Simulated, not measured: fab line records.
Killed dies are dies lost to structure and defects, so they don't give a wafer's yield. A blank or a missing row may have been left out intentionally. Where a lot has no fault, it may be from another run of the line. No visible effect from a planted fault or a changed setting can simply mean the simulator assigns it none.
Which of the tools did it? + flow sky130 + 11 lots with 33 wafers sampled at 6 steps, on a route of 708 steps

WHAT THE GAUGES SHOWED, per wafer
SKY_SONOS_TUNNEL_CD_MEAS_07: the cd target is 410 nm. Usual: cd_nm at 410.3 nm, with a standard deviation of 1.9.
| lot  | measured     | on        | cd_nm (nm)        | flag |
|------|--------------|-----------|-------------------|------|
| L606 | day 11 12:17 | cd_sem-02 | 412.4 409.5 413.5 |      |
| L607 | day 11 19:16 | cd_sem-02 | 409.2 408.3 408.1 |      |
| L609 | day 12 10:07 | cd_sem-01 | 407.4 410.2 407.7 |      |
| L611 | day 13 08:25 | cd_sem-01 | 412.8 414.5 414.2 |      |
| L620 | day 15 22:13 | cd_sem-02 | 410.5 410.6 411.5 |      |
| L621 | day 16 05:24 | cd_sem-01 | 407.8 408.6 410.1 |      |
| L623 | day 16 21:25 | cd_sem-02 | 410.1 411.9 412.5 |      |
| L625 | day 17 19:26 | cd_sem-01 | 411.0 409.1 410.6 |      |
| L626 | day 17 21:53 | cd_sem-02 | 410.4 412.4 410.9 |      |
| L628 | day 18 11:39 | cd_sem-02 | 411.6 409.2 410.8 |      |
| L629 | day 19 02:50 | cd_sem-02 | 409.0 407.2 408.6 |      |

SKY_GATE_OXIDE_OVL_MEAS_10. Usual: GATE_OXIDE_OVL typically reads -0.5 nm, with standard deviation 1.3.
| lot  | measured     | on         | GATE_OXIDE_OVL (nm) | flag |
|------|--------------|------------|---------------------|------|
| L606 | day 14 10:13 | overlay-02 | -0.3 -1.7 -1.9      |      |
| L607 | day 14 10:31 | overlay-01 | -2.1 -1.3 -2.2      |      |
| L609 | day 14 22:16 | overlay-02 | 0.3 1.6 1.1         |      |
| L611 | day 15 22:59 | overlay-01 | -1.1 -1.2 -0.1      |      |
| L620 | day 18 16:51 | overlay-02 | -0.1 0.9 -0.4       |      |
| L621 | day 19 02:49 | overlay-01 | -1.1 -1.2 -1.9      |      |
| L623 | day 19 17:13 | overlay-02 | -1.7 -1.5 -1.3      |      |
| L625 | day 20 16:40 | overlay-01 | 0.0 -0.8 0.1        |      |
| L626 | day 20 20:19 | overlay-01 | -1.3 -0.9 0.1       |      |
| L628 | day 21 10:54 | overlay-01 | -0.9 -1.3 0.0       |      |
| L629 | day 22 00:47 | overlay-01 | -1.1 -1.3 -2.1      |      |

SKY_LDD_P_TW_MEAS_11. Usual: LDD_P_TW typically reads 640, with standard deviation 6.2.
| lot  | measured     | on            | LDD_P_TW    | flag |
|------|--------------|---------------|-------------|------|
| L606 | day 19 14:56 | film_metro-04 | 639 635 638 |      |
| L607 | day 19 18:37 | film_metro-03 | 640 639 640 |      |
| L609 | day 20 04:01 | film_metro-03 | 637 638 634 |      |
| L611 | day 21 10:59 | film_metro-03 | 645 641 642 |      |
| L620 | day 24 08:25 | film_metro-03 | 649 647 649 |      |
| L621 | day 24 14:16 | film_metro-03 | 649 646 647 |      |
| L623 | day 25 05:43 | film_metro-02 | 626 628 626 |      |
| L625 | day 26 03:21 | film_metro-03 | 645 643 643 |      |
| L626 | day 26 07:28 | film_metro-03 | 640 645 643 |      |
| L628 | day 26 18:55 | film_metro-03 | 646 650 647 |      |
| L629 | day 27 09:02 | film_metro-03 | 643 645 643 |      |

SKY_LDD_HVN_TW_MEAS_10. Usual: LDD_HVN_TW typically reads 1456, with standard deviation 7.9.
| lot  | measured     | on            | LDD_HVN_TW        | flag |
|------|--------------|---------------|-------------------|------|
| L606 | day 20 22:13 | film_metro-01 | 1465 1459 1455    |      |
| L607 | day 21 02:03 | film_metro-01 | 1453 1459 1459    |      |
| L609 | day 21 10:36 | film_metro-01 | 1460 1450 1454    |      |
| L611 | day 22 18:09 | film_metro-01 | 1453 1449 1463    |      |
| L620 | day 25 14:03 | film_metro-04 | 30 30 30 30 30 30 | OFF  |
| L621 | day 25 19:55 | film_metro-03 | 30 30 31 30 30 30 | OFF  |
| L623 | day 26 10:14 | film_metro-01 | 1466 1464 1462    |      |
| L625 | day 27 08:08 | film_metro-01 | 1450 1445 1447    |      |
| L626 | day 27 12:31 | film_metro-03 | 1450 1455 1451    |      |
| L628 | day 27 23:24 | film_metro-01 | 1455 1452 1449    |      |
| L629 | day 28 14:21 | film_metro-01 | 1456 1459 1451    |      |

WHICH TOOL RAN EACH LOT (tool, then ch and the chambers of the sampled wafers, then the start)
| lot  | SKY_LDD_P_STRIP_10                   | SKY_LDD_HVN_STRIP_09                 |
|------|--------------------------------------|--------------------------------------|
| L606 | plasma_asher-04 ch 1, day 19 14:49   | plasma_asher-03 ch 0, day 20 22:06   |
| L607 | plasma_asher-04 ch 0,1, day 19 18:31 | plasma_asher-03 ch 0,1, day 21 01:57 |
| L609 | plasma_asher-04 ch 1, day 20 03:55   | plasma_asher-02 ch 0,1, day 21 10:30 |
| L611 | plasma_asher-04 ch 0,1, day 21 10:53 | plasma_asher-01 ch 0,1, day 22 18:03 |
| L620 | plasma_asher-03 ch 0,1, day 24 08:19 | plasma_asher-03 ch 0,1, day 25 13:57 |
| L621 | plasma_asher-04 ch 0,1, day 24 14:10 | plasma_asher-03 ch 0,1, day 25 19:49 |
| L623 | plasma_asher-04 ch 0,1, day 25 05:37 | plasma_asher-03 ch 0,1, day 26 10:06 |
| L625 | plasma_asher-03 ch 0,1, day 26 03:15 | plasma_asher-02 ch 0,1, day 27 08:02 |
| L626 | plasma_asher-01 ch 0,1, day 26 07:22 | plasma_asher-01 ch 0,1, day 27 12:25 |
| L628 | plasma_asher-03 ch 1, day 26 18:49   | plasma_asher-02 ch 0,1, day 27 23:18 |
| L629 | plasma_asher-03 ch 0,1, day 27 08:56 | plasma_asher-01 ch 0,1, day 28 14:15 |
- SKY_LDD_P_STRIP_10: strips in O2/N2.
- SKY_LDD_HVN_STRIP_09: strips in O2/N2.

WHAT THE TOOLS THEMSELVES READ (means of the sampled wafers that have a number; where no wafer has one, the mark that the record gives instead)
SKY_LDD_P_STRIP_10. Usual: chamber_pressure_mTorr 1500.0 mTorr, standard deviation 1.4; drypump_motor_current_A 5.5 A, standard deviation 0.46; oes_product_au 0.715 a.u., standard deviation 0.0045; strip_time_to_endpoint_s 14.17 s, standard deviation 0.043.
| lot  | tool            | chamber_pressure_mTorr (mTorr) | drypump_motor_current_A (A) | oes_product_au (a.u.) | strip_time_to_endpoint_s (s) | flag |
|------|-----------------|--------------------------------|-----------------------------|-----------------------|------------------------------|------|
| L606 | plasma_asher-04 | 1499.8                         | 4.9                         | 0.717                 | 14.21                        |      |
| L607 | plasma_asher-04 | 1500.0                         | 5.3                         | 0.715                 | 14.18                        |      |
| L609 | plasma_asher-04 | 1501.8                         | 4.9                         | 0.718                 | 14.13                        |      |
| L611 | plasma_asher-04 | 1499.8                         | 5.1                         | 0.714                 | 14.16                        |      |
| L620 | plasma_asher-03 | -                              | -                           | -                     | -                            | OFF  |
| L621 | plasma_asher-04 | -                              | -                           | -                     | -                            | OFF  |
| L623 | plasma_asher-04 | 1501.0                         | 5.1                         | 0.715                 | 14.14                        |      |
| L625 | plasma_asher-03 | 1500.8                         | 5.2                         | 0.715                 | 14.18                        |      |
| L626 | plasma_asher-01 | 1500.9                         | 6.1                         | 0.712                 | 14.20                        |      |
| L628 | plasma_asher-03 | 1499.9                         | 5.3                         | 0.715                 | 14.21                        |      |
| L629 | plasma_asher-03 | 1499.6                         | 5.2                         | 0.714                 | 14.14                        |      |

SKY_LDD_HVN_STRIP_09. Usual: chamber_pressure_mTorr 1500.0 mTorr, standard deviation 1.3; drypump_motor_current_A 5.3 A, standard deviation 0.47; oes_product_au 0.408 a.u., standard deviation 0.0045; strip_time_to_endpoint_s 4.132 s, standard deviation 0.014.
| lot  | tool            | chamber_pressure_mTorr (mTorr) | drypump_motor_current_A (A) | oes_product_au (a.u.) | strip_time_to_endpoint_s (s) | flag |
|------|-----------------|--------------------------------|-----------------------------|-----------------------|------------------------------|------|
| L606 | plasma_asher-03 | 1500.7                         | 5.1                         | 0.411                 | 4.148                        |      |
| L607 | plasma_asher-03 | 1501.2                         | 5.2                         | 0.409                 | 4.135                        |      |
| L609 | plasma_asher-02 | 1499.5                         | 4.9                         | 0.407                 | 4.134                        |      |
| L611 | plasma_asher-01 | 1500.6                         | 6.1                         | 0.404                 | 4.142                        |      |
| L620 | plasma_asher-03 | 1499.5                         | 5.2                         | 0.719                 | 21.811                       | OFF  |
| L621 | plasma_asher-03 | 1501.2                         | 5.2                         | 0.718                 | 21.671                       | OFF  |
| L623 | plasma_asher-03 | 1499.0                         | 5.2                         | 0.407                 | 4.146                        |      |
| L625 | plasma_asher-02 | 1499.0                         | 4.9                         | 0.403                 | 4.144                        |      |
| L626 | plasma_asher-01 | 1499.3                         | 6.1                         | 0.407                 | 4.117                        |      |
| L628 | plasma_asher-02 | 1499.7                         | 4.9                         | 0.406                 | 4.115                        |      |
| L629 | plasma_asher-01 | 1500.2                         | 6.1                         | 0.412                 | 4.135                        |      |

THE ANSWER, worked out from the rows above alone
Rule: a lot counts as off when the mean over its wafers that have a number is more than 3 standard deviations away from the usual mean. Also off: a lot with no number at a reading for which 4 or more lots have one. All remaining lots with rows at the step are treated as sound. After the gauges, taken in route order, come the tools' own readings; for these a lot's mean is taken, as printed above. At the first step where some lot is off, the reading lying furthest off is the one used; lots without a number count as furthest.
Off: L620, L621, seen at SKY_LDD_HVN_TW_MEAS_10 (LDD_HVN_TW).
A tool fits if, at a process step before that reading, it ran every lot that is off, and no sound lot after the first of them. The gauges at SKY_LDD_HVN_TW_MEAS_10 aren't tried: what is off there is off at SKY_LDD_P_STRIP_10 too, on other tools, and a gauge's error can't cause that. Not one of the candidates tried fits.

WHAT THE SIMULATOR PUT IN
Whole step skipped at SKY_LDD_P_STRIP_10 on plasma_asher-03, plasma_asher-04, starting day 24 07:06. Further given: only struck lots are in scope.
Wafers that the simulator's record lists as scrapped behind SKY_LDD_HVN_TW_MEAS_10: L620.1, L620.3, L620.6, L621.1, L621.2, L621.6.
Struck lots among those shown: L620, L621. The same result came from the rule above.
